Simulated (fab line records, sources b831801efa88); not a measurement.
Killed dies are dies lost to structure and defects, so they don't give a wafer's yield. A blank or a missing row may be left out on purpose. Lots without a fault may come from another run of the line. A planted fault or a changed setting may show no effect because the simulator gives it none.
Which tool did it? | flow sky130 | 7 lots, 21 wafers sampled, at 3 steps of a route of 708

WHAT THE GAUGES READ, wafer by wafer
SKY_VIA1_RS_MEAS_22: measures by four-point-probe.
lot  | measured     | on            | VIA1_W_RS (ohm/sq)
L217 | day 35 07:12 | film_metro-01 | 0.427 0.413 0.429
L223 | day 37 07:40 | film_metro-04 | 0.433 0.414 0.412
L225 | day 37 22:14 | film_metro-01 | 0.432 0.430 0.436
L229 | day 39 07:38 | film_metro-01 | 0.431 0.426 0.429
L232 | day 39 22:50 | film_metro-01 | 0.423 0.429 0.430
L234 | day 40 11:10 | film_metro-02 | 0.428 0.427 0.425
L236 | day 41 06:00 | film_metro-01 | 0.434 0.433 0.433

WHICH TOOL RAN EACH LOT (tool, then ch and the chambers of the sampled wafers, then the start)
lot  | SKY_LI_CONTACT_STRIP_16              | SKY_METAL1_METAL_ETCH_19
L217 | plasma_asher-02 ch 0,1, day 30 10:05 | rie_metal-03 ch 1, day 34 02:17
L223 | plasma_asher-04 ch 0,1, day 32 15:38 | rie_metal-01 ch 0,1, day 36 03:30
L225 | plasma_asher-01 ch 0,1, day 33 06:20 | rie_metal-01 ch 0,1, day 36 17:52
L229 | plasma_asher-01 ch 0,1, day 34 17:14 | rie_metal-04 ch 0,1, day 38 04:16
L232 | plasma_asher-01 ch 0,1, day 35 09:38 | rie_metal-03 ch 0,1, day 38 19:22
L234 | plasma_asher-01 ch 0,1, day 36 00:57 | rie_metal-04 ch 0,1, day 39 10:19
L236 | plasma_asher-02 ch 0,1, day 36 18:11 | rie_metal-03 ch 0,1, day 40 03:30
- SKY_LI_CONTACT_STRIP_16: strips in O2/N2.
- SKY_METAL1_METAL_ETCH_19: etches the open film in Cl2/BCl3, stops on SiO2, target depth 360 nm, time 78 s.

THE ANSWER, worked out from the rows above alone
Rule: what is usual is taken from the lots themselves. Put in order of their means at a reading, lots are off if they are a third of the lots or fewer, leave a main group of 4 or more, and stand apart from it by a gap of 3 or more times the standard deviation of the main group's means; of several such gaps the widest counts. A main group whose means are all the same, to the digits that the tables above print for the reading, isn't used. A lot without any number at a reading at which 4 lots or more have one is off too. The other lots that the step has rows for count as sound.
No lot is off at any reading shown: from this, nothing can be told.

WHAT THE SIMULATOR HAD PUT IN
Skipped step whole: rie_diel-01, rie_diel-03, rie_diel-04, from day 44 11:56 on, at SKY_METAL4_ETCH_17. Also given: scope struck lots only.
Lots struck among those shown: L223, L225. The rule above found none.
